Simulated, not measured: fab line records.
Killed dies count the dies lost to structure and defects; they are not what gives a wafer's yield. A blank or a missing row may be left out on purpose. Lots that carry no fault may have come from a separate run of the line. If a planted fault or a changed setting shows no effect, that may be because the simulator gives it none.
The tool behind it: which one?    flow gf180mcu    Sampling: 14 lots, 42 wafers, 4 of 602 route steps

== WHAT THE GAUGES READ, wafer by wafer ==
GF_V2_CD_MEAS_14: target cd 260 nm. Usual: cd-nm reads 259.4 nm (standard deviation 1.2).
lot   measured      on         cd-nm (nm)         flag
L785  day 20 04:39  cd-sem-02  259.8 260.4 259.2  
L786  day 21 02:17  cd-sem-02  258.1 259.4 259.8  
L787  day 21 01:45  cd-sem-01  261.1 260.1 259.3  
L788  day 21 06:37  cd-sem-01  258.5 258.4 258.2  
L789  day 22 07:03  cd-sem-02  259.1 260.4 258.9  
L790  day 22 05:26  cd-sem-01  260.8 260.7 261.6  
L791  day 22 19:44  cd-sem-02  261.1 259.9 261.1  
L792  day 23 01:25  cd-sem-01  258.4 259.0 259.6  
L795  day 24 01:36  cd-sem-01  260.0 259.9 261.0  
L798  day 25 02:23  cd-sem-02  260.0 260.6 259.9  
L800  day 25 15:50  cd-sem-01  259.2 258.9 259.2  
L801  day 25 17:08  cd-sem-02  257.4 256.2 256.6  
L805  day 27 11:38  cd-sem-01  261.7 259.8 260.5  
L806  day 27 12:01  cd-sem-01  260.8 261.7 259.4  

GF_M3_CD_MEAS_14: target cd 280 nm. Usual: cd-nm reads 280.1 nm (standard deviation 1.1).
lot   measured      on         cd-nm (nm)         flag
L785  day 21 06:55  cd-sem-02  279.4 279.7 279.7  
L786  day 22 03:12  cd-sem-01  280.2 278.3 280.3  
L787  day 22 02:51  cd-sem-01  279.4 280.6 279.8  
L788  day 22 07:50  cd-sem-01  279.5 280.4 280.0  
L789  day 23 07:59  cd-sem-02  279.4 279.6 280.8  
L790  day 23 06:41  cd-sem-01  283.7 283.1 282.4  
L791  day 23 19:39  cd-sem-01  280.4 279.2 279.4  
L792  day 24 01:55  cd-sem-02  278.7 279.3 278.8  
L795  day 25 01:29  cd-sem-02  281.0 281.4 280.9  
L798  day 26 01:32  cd-sem-01  280.7 279.9 280.5  
L800  day 26 14:28  cd-sem-01  280.3 280.6 279.0  
L801  day 26 15:00  cd-sem-01  280.2 280.3 280.7  
L805  day 28 09:15  cd-sem-02  281.6 280.3 281.3  
L806  day 28 09:46  cd-sem-02  280.5 281.3 279.7  

== EACH LOT AND THE TOOL THAT RAN IT (in order: tool; ch and the chambers of the sampled wafers; start) ==
lot   GF_MVPSD_STRIP_10                    GF_M1_SPUTTER_01
L785  plasma-asher-04 ch 0,1, day 4 22:37  pvd-sputter-04, day 16 01:41
L786  plasma-asher-02 ch 0,1, day 5 07:46  pvd-sputter-04, day 16 21:40
L787  plasma-asher-01 ch 0,1, day 5 11:57  pvd-sputter-01, day 16 21:36
L788  plasma-asher-01 ch 0,1, day 5 18:05  pvd-sputter-02, day 17 01:43
L789  plasma-asher-04 ch 0,1, day 5 23:00  pvd-sputter-04, day 18 01:19
L790  plasma-asher-02 ch 0,1, day 6 06:17  pvd-sputter-04, day 18 00:08
L791  plasma-asher-01 ch 0,1, day 6 12:49  pvd-sputter-04, day 18 16:15
L792  plasma-asher-04 ch 0,1, day 6 18:19  pvd-sputter-04, day 18 21:36
L795  plasma-asher-01 ch 0,1, day 7 10:18  pvd-sputter-04, day 19 22:14
L798  plasma-asher-02 ch 0,1, day 8 05:19  pvd-sputter-02, day 21 02:01
L800  plasma-asher-01 ch 0,1, day 8 18:50  pvd-sputter-04, day 21 15:58
L801  plasma-asher-01 ch 0,1, day 8 21:17  pvd-sputter-02, day 21 17:58
L805  plasma-asher-04 ch 1, day 10 07:06   pvd-sputter-04, day 23 16:58
L806  plasma-asher-02 ch 0, day 10 08:35   pvd-sputter-01, day 23 18:04
- GF_MVPSD_STRIP_10: strips in O2/N2.
- GF_M1_SPUTTER_01: material TiN, target thk 30 nm, time 25 s.

== AS READ BY THE TOOLS THEMSELVES (means over the sampled wafers that have a number; for cases with no such wafer, the mark the record gives instead) ==
GF_MVPSD_STRIP_10. Usual: chamber-pressure-mTorr 1500.1 mTorr, standard deviation 1.5; drypump-motor-current-A 5.9 A, standard deviation 0.44; heater-power-w 320 W, standard deviation 33; oes-product-au 0.723 a.u., standard deviation 0.0046; strip-time-to-endpoint-s 36.97 s, standard deviation 0.11.
lot   tool             chamber-pressure-mTorr (mTorr)  drypump-motor-current-A (A)  heater-power-w (W)  oes-product-au (a.u.)  strip-time-to-endpoint-s (s)  flag
L785  plasma-asher-04  1500.1                          5.5                          320                 0.722                  36.85                         
L786  plasma-asher-02  1500.5                          6.7                          356                 0.721                  37.11                         
L787  plasma-asher-01  1500.5                          5.8                          314                 0.718                  36.83                         
L788  plasma-asher-01  1500.9                          5.8                          308                 0.722                  36.74                         
L789  plasma-asher-04  1499.4                          5.5                          293                 0.721                  36.96                         
L790  plasma-asher-02  1499.3                          6.6                          362                 0.723                  36.99                         
L791  plasma-asher-01  1500.5                          5.8                          310                 0.720                  36.95                         
L792  plasma-asher-04  1500.4                          5.5                          302                 0.719                  37.00                         
L795  plasma-asher-01  1501.9                          5.8                          308                 0.723                  36.99                         
L798  plasma-asher-02  1500.4                          6.7                          351                 0.728                  36.95                         
L800  plasma-asher-01  1198.7                          5.8                          313                 0.690                  39.80                         OFF
L801  plasma-asher-01  1200.9                          5.8                          309                 0.688                  40.11                         OFF
L805  plasma-asher-04  1498.8                          5.6                          353                 0.723                  36.99                         
L806  plasma-asher-02  1500.7                          6.8                          350                 0.722                  37.04                         

GF_M1_SPUTTER_01. Usual: throttle-valve-pct reads 29.8 % (standard deviation 0.8).
lot   tool            throttle-valve-pct (%)  flag
L785  pvd-sputter-04  29.9                    
L786  pvd-sputter-04  30.6                    
L787  pvd-sputter-01  29.1                    
L788  pvd-sputter-02  29.2                    
L789  pvd-sputter-04  29.9                    
L790  pvd-sputter-04  30.6                    
L791  pvd-sputter-04  30.4                    
L792  pvd-sputter-04  29.8                    
L795  pvd-sputter-04  30.2                    
L798  pvd-sputter-02  29.4                    
L800  pvd-sputter-04  30.5                    
L801  pvd-sputter-02  28.7                    
L805  pvd-sputter-04  30.0                    
L806  pvd-sputter-01  28.9                    

== THE ANSWER, worked out from the rows above alone ==
Rule: a lot counts as off when the mean over its wafers that have a number is more than 3 standard deviations away from the usual mean. Also off: a lot with no number at a reading for which 4 or more lots have one. All remaining lots with rows at the step are treated as sound. Order of review: gauges by route order, followed by the tools' own readings, for which a lot's mean as printed above is used. The first step at which some lot is off is used, and at that step the reading that is off furthest; a lot without a number counts as furthest.
Off at GF_MVPSD_STRIP_10 (chamber-pressure-mTorr): L800, L801.
A tool fits if, at that step or a process step before it, it ran every lot that is off, and no sound lot after the first of them. One candidate fits, namely plasma-asher-01 at GF_MVPSD_STRIP_10. A fault onset in the window from L795 (day 7 10:18, its last sound lot) to L800 (day 8 18:50, its first lot off) fits.
The tool's own readings at GF_MVPSD_STRIP_10 bear it out: on the lots that are off they differ by more than 5 times the standard deviation of the sound lots' means. chamber-pressure-mTorr reads 1199.8 mTorr there against 1500.3 mTorr on the sound lots; oes-product-au reads 0.689 a.u. there against 0.722 a.u. on the sound lots; strip-time-to-endpoint-s reads 39.95 s there against 36.95 s on the sound lots.

== WHAT THE SIMULATOR PUT IN ==
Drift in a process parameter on plasma-asher-01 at GF_MVPSD_STRIP_10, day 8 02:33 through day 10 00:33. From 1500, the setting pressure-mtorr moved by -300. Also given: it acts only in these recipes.
Struck lots among those shown: L800, L801. The rule above reached the same finding.
